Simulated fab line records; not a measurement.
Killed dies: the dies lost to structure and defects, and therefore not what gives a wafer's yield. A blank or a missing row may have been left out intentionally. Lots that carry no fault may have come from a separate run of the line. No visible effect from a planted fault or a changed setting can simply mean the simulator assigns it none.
Which tool did it? ; flow sfq-line ; 14 lots, 42 wafers sampled, at 2 steps of a route of 325

WHAT THE GAUGES SHOWED, per wafer
SFQ_M0_RS_MEAS_904: the measuring method here is four-point-probe.
lot;measured;on;M0_NB_RS (ohm/sq)
L942;day 3 21:05;film-metro-04;0.896 0.895 0.895
L944;day 4 03:50;film-metro-04;0.880 0.880 0.870
L945;day 4 13:25;film-metro-04;0.879 0.879 0.876
L947;day 5 02:40;film-metro-03;0.894 0.880 0.885
L949;day 5 08:38;film-metro-04;0.879 0.880 0.879
L950;day 5 13:26;film-metro-03;0.875 0.884 0.886
L951;day 5 17:01;film-metro-03;0.882 0.874 0.881
L952;day 5 20:40;film-metro-01;0.883 0.889 0.880
L953;day 5 23:02;film-metro-03;0.874 0.874 0.885
L954;day 6 09:54;film-metro-01;0.882 0.875 0.876
L956;day 6 15:53;film-metro-01;0.528 0.895 0.894
L957;day 6 23:05;film-metro-04;0.527 0.891 0.888
L963;day 8 01:29;film-metro-03;0.890 0.891 0.890
L964;day 8 06:43;film-metro-01;0.875 0.879 0.864

TOOL THAT RAN EACH LOT (tool first, then ch and the chambers of the sampled wafers, then the start)
lot;SFQ_TRILAYER_M0_DEP_SPUTTER_019
L942;pvd-sputter-06, day 3 20:59
L944;pvd-sputter-04, day 4 03:44
L945;pvd-sputter-05, day 4 13:20
L947;pvd-sputter-05, day 5 02:32
L949;pvd-sputter-04, day 5 08:32
L950;pvd-sputter-04, day 5 13:20
L951;pvd-sputter-05, day 5 16:56
L952;pvd-sputter-04, day 5 20:32
L953;pvd-sputter-05, day 5 22:56
L954;pvd-sputter-05, day 6 09:47
L956;pvd-sputter-05, day 6 15:47
L957;pvd-sputter-05, day 6 22:59
L963;pvd-sputter-06, day 8 01:23
L964;pvd-sputter-04, day 8 06:35
- SFQ_TRILAYER_M0_DEP_SPUTTER_019: material Nb, target thk 200 nm, time 133.3 s.

AS READ BY THE TOOLS THEMSELVES (means over the sampled wafers that have a number; for cases with no such wafer, the mark the record gives instead)
SFQ_TRILAYER_M0_DEP_SPUTTER_019.
lot;tool;cathode-dc-power-W (W);throttle-valve-pct (%)
L942;pvd-sputter-06;1999.8;29.9
L944;pvd-sputter-04;2000.0;29.5
L945;pvd-sputter-05;2000.1;30.8
L947;pvd-sputter-05;2000.0;29.9
L949;pvd-sputter-04;1999.9;29.1
L950;pvd-sputter-04;2000.1;29.0
L951;pvd-sputter-05;2000.0;30.2
L952;pvd-sputter-04;1999.8;29.2
L953;pvd-sputter-05;2000.1;30.7
L954;pvd-sputter-05;2000.0;30.6
L956;pvd-sputter-05;1999.9;29.7
L957;pvd-sputter-05;2000.1;29.8
L963;pvd-sputter-06;1999.9;30.2
L964;pvd-sputter-04;1999.9;29.6

THE ANSWER, worked out from the rows above alone
Rule: usual is defined by the lots themselves. Put in order of their means at a reading, lots are off if they are a third of the lots or fewer, leave a main group of 4 or more, and stand apart from it by a gap of 3 or more times the standard deviation of the main group's means; of several such gaps the widest counts. Not used: any main group whose means are identical at the precision the tables above print for the reading. Also off: a lot with no number at a reading for which 4 or more lots have one. The other lots that the step has rows for count as sound. First the gauges in route order, then the tools' own readings, where a lot's mean is used as printed above. The first step at which some lot is off is used, and at that step the reading that is off furthest; a lot without a number counts as furthest.
Off: L956, L957, at SFQ_M0_RS_MEAS_904 (M0_NB_RS). Main group: mean 0.882 ohm/sq, sd 0.0061.
A tool fits if, at a process step before that reading, it ran every lot that is off, and no sound lot after the first of them. Those tools and the gauges at SFQ_M0_RS_MEAS_904 are tried in the same way. One fits: SFQ_TRILAYER_M0_DEP_SPUTTER_019 on pvd-sputter-05. Its last sound lot is L954 (day 6 09:47), its first lot that is off L956 (day 6 15:47): a fault that began between those two fits.

WHAT HAD BEEN PUT IN BY THE SIMULATOR
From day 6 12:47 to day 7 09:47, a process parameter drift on pvd-sputter-05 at SFQ_TRILAYER_M0_DEP_SPUTTER_019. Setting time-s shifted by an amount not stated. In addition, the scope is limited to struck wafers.
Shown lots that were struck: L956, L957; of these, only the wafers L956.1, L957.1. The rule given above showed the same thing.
